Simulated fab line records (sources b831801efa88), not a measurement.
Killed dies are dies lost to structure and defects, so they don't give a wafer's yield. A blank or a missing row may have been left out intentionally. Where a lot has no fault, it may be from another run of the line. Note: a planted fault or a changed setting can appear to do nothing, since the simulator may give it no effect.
fab line records	flow sky130
record lots=24	wafers=72	lastDay=50
route steps=708 shown VIA1@473 METAL2@483 METAL3@536 CAPM@538
lots that met no fault: from a run of the same line without faults
startH: hours from the record's opening day to when the first of the lot's shown wafers began	waitH: hours elapsed since this lot's preceding step	" same as the row above	L1.1+2: one row covering several wafers at once	- no value, or no start given	* or withheld: withheld	< > ~ a bound
route shown NAME@n: names a module that has steps shown in the file, with the first one's number in the route	usual: mean/standard deviation taken from wafers without a fault	same: alike in all rows	chamber/n: place in a boat	sites: the reading at each site	_std_site: standard deviation across them	_edge_site: outer sites' mean less inner sites'	radiusMm: for every site, how far away it sits from the centre of the wafer	mask NAME#n: copy n	behind: the most recent tool/chamber to have shaped the wafer	hold: cause of the lot's hold/its duration in hours/its outcome	device: transistor that didn't switch, given as n, p or np	end of line: tests of these same wafers at the route's end	step lacking rows: just its recipe	killed: not the wafer's yield, but the dies lost to structure and defects at the first sort	map: a wafer's dies, marking killed ones x, the rest . and places with no die _
set.NAME: the setting as run; set.NAME@STEP: as run at that earlier step	model.NAME: the simulator's own value behind a step, which no gauge read
route steps across a sampled set of lots; one table per step, one row per wafer
services: when a tool's chamber went out of use (startH, in hours from the record's first day, below 0 if earlier), for how many hours, and the reason
## steps
# step SKY_VIA1_ETCH_15
# recipe target=SiO2	chemistry=C4F8/O2/Ar	targetDepthNm=351	stopOn=TiN	maskMaterial=KrF-thick	sourceW=1500	biasW=1200	pressureMtorr=40	c4f8FlowSccm=withheld	O2_flow_sccm=6	Ar_flow_sccm=300	timeS=54
# usual oesProductAu=0.979/0.0084
# same timeS=54
lot.wafer	tool	chamber	startH	waitH	oesProductAu	rfHoursCounterH
L074.1	rieDiel-03	0	794.88	0.0	0.974	11
L074.2	"	2	"	"	0.973	2
L074.6	"	1	"	"	0.977	-
L075.1	rieDiel-04	1	802.80	0.0	0.970	19
L075.2	"	0	"	"	0.980	11
L075.6	"	3	"	"	0.983	-
L077.3	rieDiel-03	2	821.63	0.0	0.981	2
L077.5	"	3	"	"	0.988	-
L077.6	"	0	"	"	0.983	-
L076.4	rieDiel-04	2	827.23	0.0	0.994	12
L076.5	"	1	"	"	0.968	-
L076.6	"	2	"	"	0.992	-
L078.1	rieDiel-01	3	833.48	0.0	0.976	32
L078.4	"	0	"	"	0.960	3
L078.6	"	3	"	"	0.979	-
L079.1	rieDiel-03	2	834.98	0.0	0.972	3
L079.4	"	1	"	"	0.985	4
L079.6	"	0	"	"	0.967	-
L080.1	rieDiel-03	2	844.88	0.0	0.972	4
L080.2	"	1	"	"	0.977	4
L080.5	"	1	"	"	0.983	-
L081.2	rieDiel-04	2	855.05	0.0	0.991	13
L081.4	"	3	"	"	0.975	5
L081.6	"	2	"	"	0.989	-
L082.1	rieDiel-01	1	865.80	0.0	0.971	19
L082.2	"	3	"	"	0.988	0
L082.5	"	0	"	"	0.959	-
L083.3	rieDiel-04	0	873.68	0.0	0.971	13
L083.4	"	0	"	"	0.972	-
L083.6	"	3	"	"	0.980	-
L084.4	rieDiel-01	3	880.51	0.0	0.988	-
L084.5	"	1	"	"	0.981	-
L084.6	"	0	"	"	0.969	-
L085.2	rieDiel-04	3	891.95	0.0	0.981	6
L085.4	"	1	"	"	0.967	0
L085.6	"	1	"	"	0.982	-
L086.2	rieDiel-03	0	896.75	0.0	0.962	14
L086.3	"	2	"	"	0.967	5
L086.6	"	3	"	"	0.982	-
L087.1	rieDiel-04	3	902.58	0.0	0.989	6
L087.4	"	1	"	"	0.977	0
L087.6	"	0	"	"	0.977	-
L088.3	rieDiel-04	3	911.08	0.0	0.981	6
L088.5	"	3	"	"	0.987	-
L088.6	"	0	"	"	0.968	-
L089.3	rieDiel-01	0	916.88	0.0	0.967	6
L089.4	"	1	"	"	0.984	21
L089.6	"	1	"	"	0.979	-
L090.2	rieDiel-04	3	926.78	0.0	0.982	7
L090.4	"	2	"	"	0.977	15
L090.5	"	1	"	"	0.957	-
L091.2	rieDiel-03	3	931.88	0.0	0.988	21
L091.3	"	1	"	"	0.990	7
L091.5	"	1	"	"	0.985	-
L092.1	rieDiel-04	0	941.82	0.0	0.977	14
L092.2	"	3	"	"	0.986	7
L092.6	"	3	"	"	0.983	-
L093.3	rieDiel-01	0	942.93	0.0	0.984	7
L093.4	"	2	"	"	0.982	21
L093.6	"	3	"	"	0.988	-
L094.1	rieDiel-04	2	947.23	0.0	0.985	16
L094.3	"	3	"	"	0.989	7
L094.6	"	3	"	"	0.985	-
L095.2	rieDiel-04	3	953.16	0.0	0.976	7
L095.3	"	1	"	"	0.979	2
L095.4	"	2	"	"	0.983	16
L096.1	rieDiel-04	1	958.23	0.0	0.970	2
L096.2	"	0	"	"	0.961	15
L096.3	"	3	"	"	0.982	7
L097.3	rieDiel-03	3	973.38	0.0	0.987	23
L097.4	"	1	"	"	0.976	8
L097.5	"	3	"	"	0.981	-
# step SKY_METAL2_SPUTTER_00
# recipe material=Ti	targetThkNm=15	powerW=3000	timeS=10	chamberPressurePa=0.4
# usual throttleValvePct=30.0/1
# same timeS=10
lot.wafer	tool	chamber	startH	waitH	throttleValvePct
L074.1	pvdSputter-04	-	796.20	0.2	28.6
L074.2	"	-	"	"	30.0
L074.6	"	-	"	"	29.2
L075.1	pvdSputter-01	-	804.08	0.2	31.4
L075.2	"	-	"	"	28.5
L075.6	"	-	"	"	29.1
L077.3	pvdSputter-04	-	822.90	0.2	28.9
L077.5	"	-	"	"	28.6
L077.6	"	-	"	"	29.4
L076.4	pvdSputter-01	-	828.50	0.2	28.5
L076.5	"	-	"	"	29.0
L076.6	"	-	"	"	31.1
L078.1	pvdSputter-01	-	834.75	0.2	31.1
L078.4	"	-	"	"	28.5
L078.6	"	-	"	"	28.4
L079.1	pvdSputter-02	-	836.25	0.2	30.8
L079.4	"	-	"	"	30.8
L079.6	"	-	"	"	30.2
L080.1	pvdSputter-01	-	846.31	0.2	28.9
L080.2	"	-	"	"	31.2
L080.5	"	-	"	"	31.5
L081.2	pvdSputter-02	-	856.32	0.1	29.4
L081.4	"	-	"	"	31.3
L081.6	"	-	"	"	30.6
L082.1	pvdSputter-04	-	867.10	0.2	28.9
L082.2	"	-	"	"	29.6
L082.5	"	-	"	"	30.1
L083.3	pvdSputter-01	-	874.96	0.2	31.6
L083.4	"	-	"	"	29.1
L083.6	"	-	"	"	28.1
L084.4	pvdSputter-04	-	881.78	0.2	30.0
L084.5	"	-	"	"	29.6
L084.6	"	-	"	"	28.7
L085.2	pvdSputter-02	-	894.47	0.1	29.3
L085.4	"	-	"	"	31.2
L085.6	"	-	"	"	29.6
L086.2	pvdSputter-02	-	898.03	0.2	30.6
L086.3	"	-	"	"	29.3
L086.6	"	-	"	"	29.4
L087.1	pvdSputter-02	-	903.86	0.1	30.2
L087.4	"	-	"	"	31.2
L087.6	"	-	"	"	29.5
L088.3	pvdSputter-04	-	916.48	0.2	29.4
L088.5	"	-	"	"	29.9
L088.6	"	-	"	"	28.6
L089.3	pvdSputter-02	-	918.33	0.2	30.4
L089.4	"	-	"	"	31.2
L089.6	"	-	"	"	29.6
L090.2	pvdSputter-01	-	928.33	0.2	29.1
L090.4	"	-	"	"	31.2
L090.5	"	-	"	"	28.8
L091.2	pvdSputter-01	-	933.16	0.2	31.2
L091.3	"	-	"	"	28.9
L091.5	"	-	"	"	31.4
L092.1	pvdSputter-01	-	943.10	0.1	31.5
L092.2	"	-	"	"	28.5
L092.6	"	-	"	"	31.2
L093.3	pvdSputter-01	-	944.21	0.1	28.3
L093.4	"	-	"	"	29.0
L093.6	"	-	"	"	28.8
L094.1	pvdSputter-02	-	948.54	0.1	30.2
L094.3	"	-	"	"	30.8
L094.6	"	-	"	"	30.9
L095.2	pvdSputter-04	-	954.51	0.1	29.8
L095.3	"	-	"	"	28.9
L095.4	"	-	"	"	30.0
L096.1	pvdSputter-04	-	959.51	0.2	29.6
L096.2	"	-	"	"	29.3
L096.3	"	-	"	"	30.1
L097.3	pvdSputter-02	-	974.65	0.2	30.7
L097.4	"	-	"	"	29.6
L097.5	"	-	"	"	29.4
# step SKY_METAL2_SPUTTER_02
# recipe material=AlCu	targetThkNm=250	powerW=10600	timeS=13.3	chamberPressurePa=0.4
# usual throttleValvePct=30.0/1
# same timeS=13.3
lot.wafer	tool	chamber	startH	waitH	throttleValvePct
L074.1	pvdSputter-04	-	796.25	0.0	28.7
L074.2	"	-	"	"	29.9
L074.6	"	-	"	"	29.7
L075.1	pvdSputter-01	-	804.12	0.0	31.4
L075.2	"	-	"	"	28.5
L075.6	"	-	"	"	29.1
L077.3	pvdSputter-04	-	822.95	0.0	28.8
L077.5	"	-	"	"	29.0
L077.6	"	-	"	"	29.3
L076.4	pvdSputter-01	-	828.55	0.0	28.2
L076.5	"	-	"	"	29.1
L076.6	"	-	"	"	31.3
L078.1	pvdSputter-01	-	834.80	0.0	31.3
L078.4	"	-	"	"	28.1
L078.6	"	-	"	"	28.6
L079.1	pvdSputter-02	-	836.30	0.0	31.3
L079.4	"	-	"	"	30.9
L079.6	"	-	"	"	30.2
L080.1	pvdSputter-01	-	846.36	0.0	29.0
L080.2	"	-	"	"	31.4
L080.5	"	-	"	"	31.3
L081.2	pvdSputter-02	-	856.37	0.0	29.3
L081.4	"	-	"	"	31.0
L081.6	"	-	"	"	30.3
L082.1	pvdSputter-04	-	867.15	0.0	28.7
L082.2	"	-	"	"	29.7
L082.5	"	-	"	"	30.0
L083.3	pvdSputter-01	-	875.01	0.0	31.4
L083.4	"	-	"	"	28.7
L083.6	"	-	"	"	28.5
L084.4	pvdSputter-04	-	881.83	0.0	29.9
L084.5	"	-	"	"	29.4
L084.6	"	-	"	"	29.1
L085.2	pvdSputter-02	-	894.52	0.0	29.5
L085.4	"	-	"	"	31.3
L085.6	"	-	"	"	29.7
L086.2	pvdSputter-02	-	898.08	0.0	30.9
L086.3	"	-	"	"	29.6
L086.6	"	-	"	"	29.5
L087.1	pvdSputter-02	-	903.91	0.0	30.2
L087.4	"	-	"	"	31.3
L087.6	"	-	"	"	29.5
L088.3	pvdSputter-04	-	916.53	0.0	29.4
L088.5	"	-	"	"	29.5
L088.6	"	-	"	"	28.8
L089.3	pvdSputter-02	-	918.38	0.0	30.3
L089.4	"	-	"	"	31.1
L089.6	"	-	"	"	29.8
L090.2	pvdSputter-01	-	928.38	0.0	29.0
L090.4	"	-	"	"	31.3
L090.5	"	-	"	"	28.9
L091.2	pvdSputter-01	-	933.21	0.0	31.2
L091.3	"	-	"	"	29.0
L091.5	"	-	"	"	31.2
L092.1	pvdSputter-01	-	943.15	0.0	31.3
L092.2	"	-	"	"	28.6
L092.6	"	-	"	"	31.3
L093.3	pvdSputter-01	-	944.26	0.0	28.4
L093.4	"	-	"	"	28.9
L093.6	"	-	"	"	28.8
L094.1	pvdSputter-02	-	948.59	0.0	30.0
L094.3	"	-	"	"	30.9
L094.6	"	-	"	"	31.2
L095.2	pvdSputter-04	-	954.55	0.0	29.3
L095.3	"	-	"	"	28.8
L095.4	"	-	"	"	29.8
L096.1	pvdSputter-04	-	959.56	0.0	29.5
L096.2	"	-	"	"	29.5
L096.3	"	-	"	"	29.9
L097.3	pvdSputter-02	-	974.71	0.0	30.9
L097.4	"	-	"	"	29.2
L097.5	"	-	"	"	29.2
# step SKY_METAL3_SPUTTER_04
# recipe material=TiN	targetThkNm=70	powerW=6500	timeS=58.3	chamberPressurePa=0.4
# usual throttleValvePct=30.0/1
# same timeS=58.3
lot.wafer	tool	chamber	startH	waitH	throttleValvePct
L074.1	pvdSputter-02	-	848.87	0.0	29.7
L074.2	"	-	"	"	30.4
L074.6	"	-	"	"	31.2
L075.1	pvdSputter-03	-	857.12	0.0	31.7
L075.2	"	-	"	"	28.0
L075.6	"	-	"	"	29.1
L077.3	pvdSputter-03	-	877.06	0.0	28.0
L077.5	"	-	"	"	30.3
L077.6	"	-	"	"	29.1
L076.4	pvdSputter-02	-	883.64	0.0	29.3
L076.5	"	-	"	"	29.5
L076.6	"	-	"	"	30.4
L078.1	pvdSputter-04	-	889.97	0.0	30.1
L078.4	"	-	"	"	29.7
L078.6	"	-	"	"	29.9
L079.1	pvdSputter-03	-	891.79	0.0	32.1
L079.4	"	-	"	"	30.5
L079.6	"	-	"	"	29.0
L080.1	pvdSputter-03	-	900.21	0.0	29.0
L080.2	"	-	"	"	32.0
L080.5	"	-	"	"	31.7
L081.2	pvdSputter-02	-	908.75	0.0	29.8
L081.4	"	-	"	"	30.3
L081.6	"	-	"	"	30.3
L082.1	pvdSputter-04	-	920.23	0.0	29.8
L082.2	"	-	"	"	29.9
L082.5	"	-	"	"	29.5
L083.3	pvdSputter-04	-	931.73	0.0	30.1
L083.4	"	-	"	"	28.8
L083.6	"	-	"	"	30.3
L084.4	pvdSputter-02	-	934.32	0.0	29.6
L084.5	"	-	"	"	31.1
L084.6	"	-	"	"	29.2
L085.2	pvdSputter-03	-	948.27	0.0	29.0
L085.4	"	-	"	"	30.6
L085.6	"	-	"	"	30.2
L086.2	pvdSputter-04	-	950.08	0.0	29.0
L086.3	"	-	"	"	29.3
L086.6	"	-	"	"	29.7
L087.1	pvdSputter-03	-	956.57	0.0	28.0
L087.4	"	-	"	"	29.2
L087.6	"	-	"	"	31.8
L088.3	pvdSputter-03	-	969.28	0.0	28.9
L088.5	"	-	"	"	31.8
L088.6	"	-	"	"	28.3
L089.3	pvdSputter-02	-	972.31	0.0	30.2
L089.4	"	-	"	"	29.5
L089.6	"	-	"	"	30.3
L090.2	pvdSputter-02	-	979.91	0.0	31.4
L090.4	"	-	"	"	30.5
L090.5	"	-	"	"	30.5
L091.2	pvdSputter-02	-	984.65	0.0	30.2
L091.3	"	-	"	"	29.7
L091.5	"	-	"	"	31.4
L092.1	pvdSputter-04	-	993.53	0.0	29.5
L092.2	"	-	"	"	29.5
L092.6	"	-	"	"	30.1
L093.3	pvdSputter-03	-	995.64	0.0	31.9
L093.4	"	-	"	"	30.2
L093.6	"	-	"	"	29.0
L094.1	pvdSputter-04	-	999.31	0.0	29.7
L094.3	"	-	"	"	30.1
L094.6	"	-	"	"	29.6
L095.2	pvdSputter-03	-	1005.93	0.0	31.9
L095.3	"	-	"	"	30.5
L095.4	"	-	"	"	29.1
L096.1	pvdSputter-04	-	1009.24	0.0	29.5
L096.2	"	-	"	"	29.8
L096.3	"	-	"	"	28.9
L097.3	pvdSputter-02	-	1024.82	0.0	31.4
L097.4	"	-	"	"	30.5
L097.5	"	-	"	"	31.2
# step SKY_CAPM_THK_MEAS_01
# recipe reads=SiO2_of_CAPM_CVD_00
# usual CAPM_CVD_00_THK=15.53/0.22
lot.wafer	tool	chamber	startH	waitH	CAPM_CVD_00_THK[nm]
L074.1	filmMetro-03	-	848.95	-	15.10
L074.2	"	-	"	"	15.10
L074.6	"	-	"	"	15.54
L075.1	filmMetro-04	-	857.19	-	15.46
L075.2	"	-	"	"	15.17
L075.6	"	-	"	"	15.63
L077.3	filmMetro-01	-	877.15	-	15.44
L077.5	"	-	"	"	15.54
L077.6	"	-	"	"	15.59
L076.4	filmMetro-01	-	883.74	-	15.65
L076.5	"	-	"	"	15.82
L076.6	"	-	"	"	15.56
L078.1	filmMetro-04	-	890.04	-	15.23
L078.4	"	-	"	"	15.49
L078.6	"	-	"	"	15.54
L079.1	filmMetro-01	-	891.87	-	15.27
L079.4	"	-	"	"	15.29
L079.6	"	-	"	"	15.54
L080.1	filmMetro-03	-	900.28	-	15.48
L080.2	"	-	"	"	15.51
L080.5	"	-	"	"	15.71
L081.2	filmMetro-04	-	908.84	-	15.62
L081.4	"	-	"	"	15.78
L081.6	"	-	"	"	15.82
L082.1	filmMetro-01	-	920.30	-	15.65
L082.2	"	-	"	"	15.49
L082.5	"	-	"	"	15.79
L083.3	filmMetro-01	-	931.82	-	15.31
L083.4	"	-	"	"	15.53
L083.6	"	-	"	"	15.60
L084.4	filmMetro-01	-	934.42	-	15.63
L084.5	"	-	"	"	15.96
L084.6	"	-	"	"	15.72
L085.2	filmMetro-04	-	948.35	-	15.19
L085.4	"	-	"	"	15.59
L085.6	"	-	"	"	15.59
L086.2	filmMetro-01	-	950.16	-	15.10
L086.3	"	-	"	"	15.35
L086.6	"	-	"	"	15.55
L087.1	filmMetro-01	-	956.64	-	15.49
L087.4	"	-	"	"	15.71
L087.6	"	-	"	"	15.63
L088.3	filmMetro-04	-	969.38	-	15.60
L088.5	"	-	"	"	15.57
L088.6	"	-	"	"	15.61
L089.3	filmMetro-04	-	972.41	-	15.53
L089.4	"	-	"	"	15.71
L089.6	"	-	"	"	15.36
L090.2	filmMetro-04	-	979.99	-	15.51
L090.4	"	-	"	"	15.58
L090.5	"	-	"	"	15.46
L091.2	filmMetro-03	-	984.73	-	15.61
L091.3	"	-	"	"	15.59
L091.5	"	-	"	"	15.67
L092.1	filmMetro-04	-	993.60	-	15.70
L092.2	"	-	"	"	15.32
L092.6	"	-	"	"	15.57
L093.3	filmMetro-03	-	995.73	-	15.55
L093.4	"	-	"	"	15.60
L093.6	"	-	"	"	15.66
L094.1	filmMetro-03	-	999.38	-	15.21
L094.3	"	-	"	"	15.15
L094.6	"	-	"	"	15.67
L095.2	filmMetro-03	-	1006.01	-	15.52
L095.3	"	-	"	"	15.23
L095.4	"	-	"	"	15.58
L096.1	filmMetro-01	-	1009.32	-	15.39
L096.2	"	-	"	"	15.29
L096.3	"	-	"	"	15.74
L097.3	filmMetro-04	-	1024.91	-	15.81
L097.4	"	-	"	"	15.90
L097.5	"	-	"	"	16.07
# step SKY_CAPM_THK_MEAS_04
# recipe thkMeasGauge=xrf	reads=TiN_of_CAPM_SPUTTER_02
# usual CAPM_TIN_THK=203.4/2.8
lot.wafer	tool	chamber	startH	waitH	CAPM_TIN_THK[nm]
L074.1	filmMetro-04	-	849.24	0.1	202.6
L074.2	"	-	"	"	203.4
L074.6	"	-	"	"	202.5
L075.1	filmMetro-03	-	857.48	0.1	201.6
L075.2	"	-	"	"	206.6
L075.6	"	-	"	"	203.0
L077.3	filmMetro-03	-	877.44	0.1	199.2
L077.5	"	-	"	"	203.5
L077.6	"	-	"	"	199.9
L076.4	filmMetro-03	-	884.03	0.1	203.7
L076.5	"	-	"	"	204.2
L076.6	"	-	"	"	204.5
L078.1	filmMetro-03	-	890.33	0.1	197.3
L078.4	"	-	"	"	200.6
L078.6	"	-	"	"	202.0
L079.1	filmMetro-03	-	892.16	0.1	197.0
L079.4	"	-	"	"	203.7
L079.6	"	-	"	"	200.0
L080.1	filmMetro-01	-	900.57	0.1	206.2
L080.2	"	-	"	"	202.1
L080.5	"	-	"	"	207.2
L081.2	filmMetro-01	-	909.12	0.1	208.3
L081.4	"	-	"	"	205.7
L081.6	"	-	"	"	202.7
L082.1	filmMetro-03	-	920.60	0.1	197.6
L082.2	"	-	"	"	206.0
L082.5	"	-	"	"	200.7
L083.3	filmMetro-04	-	932.12	0.1	208.1
L083.4	"	-	"	"	199.7
L083.6	"	-	"	"	205.3
L084.4	filmMetro-03	-	934.71	0.1	199.6
L084.5	"	-	"	"	202.9
L084.6	"	-	"	"	203.9
L085.2	filmMetro-04	-	948.64	0.1	204.9
L085.4	"	-	"	"	201.3
L085.6	"	-	"	"	200.4
L086.2	filmMetro-04	-	950.45	0.1	205.8
L086.3	"	-	"	"	199.1
L086.6	"	-	"	"	206.9
L087.1	filmMetro-01	-	956.93	0.1	209.0
L087.4	"	-	"	"	206.0
L087.6	"	-	"	"	209.1
L088.3	filmMetro-04	-	969.67	0.1	203.7
L088.5	"	-	"	"	198.4
L088.6	"	-	"	"	201.9
L089.3	filmMetro-01	-	972.70	0.1	203.4
L089.4	"	-	"	"	206.9
L089.6	"	-	"	"	202.2
L090.2	filmMetro-01	-	980.28	0.1	202.9
L090.4	"	-	"	"	205.2
L090.5	"	-	"	"	203.5
L091.2	filmMetro-01	-	985.02	0.1	202.4
L091.3	"	-	"	"	206.9
L091.5	"	-	"	"	202.0
L092.1	filmMetro-03	-	993.89	0.1	199.5
L092.2	"	-	"	"	203.4
L092.6	"	-	"	"	202.2
L093.3	filmMetro-04	-	996.02	0.1	202.7
L093.4	"	-	"	"	200.3
L093.6	"	-	"	"	205.6
L094.1	filmMetro-04	-	999.75	0.1	204.1
L094.3	"	-	"	"	204.8
L094.6	"	-	"	"	203.8
L095.2	filmMetro-04	-	1006.31	0.1	203.3
L095.3	"	-	"	"	210.1
L095.4	"	-	"	"	207.7
L096.1	filmMetro-03	-	1009.61	0.1	203.2
L096.2	"	-	"	"	202.4
L096.3	"	-	"	"	205.3
L097.3	filmMetro-01	-	1025.20	0.1	209.8
L097.4	"	-	"	"	206.9
L097.5	"	-	"	"	206.1
## services
tool	chamber	startH	hours	kind
pvdSputter-04	-	771.01	2.0	repair
pvdSputter-03	-	783.32	1.8	repair
pvdSputter-01	-	783.51	7.0	repair
pvdSputter-04	-	793.38	1.8	repair
pvdSputter-02	-	793.71	5.4	repair
pvdSputter-02	-	797.55	25.6	repair
rieDiel-01	0	806.70	5.4	repair
pvdSputter-03	-	824.93	2.9	repair
rieDiel-03	0	835.31	12.3	repair
rieDiel-01	2	839.34	49.8	repair
rieDiel-03	-	844.97	4.3	pm
pvdSputter-02	-	871.33	5.8	repair
pvdSputter-01	-	881.97	18.4	repair
rieDiel-04	1	895.56	2.7	repair
rieDiel-03	2	905.64	2.8	repair
rieDiel-03	2	922.54	9.0	repair
pvdSputter-04	-	923.37	1.8	repair
rieDiel-03	0	955.39	4.8	repair
pvdSputter-04	-	978.23	4.6	repair
pvdSputter-04	-	993.71	3.4	repair
pvdSputter-02	-	998.61	5.5	repair
rieDiel-04	-	1007.34	0.8	repair
rieDiel-04	2	1020.19	4.4	repair
pvdSputter-04	-	1023.62	2.4	repair
## key
fault none
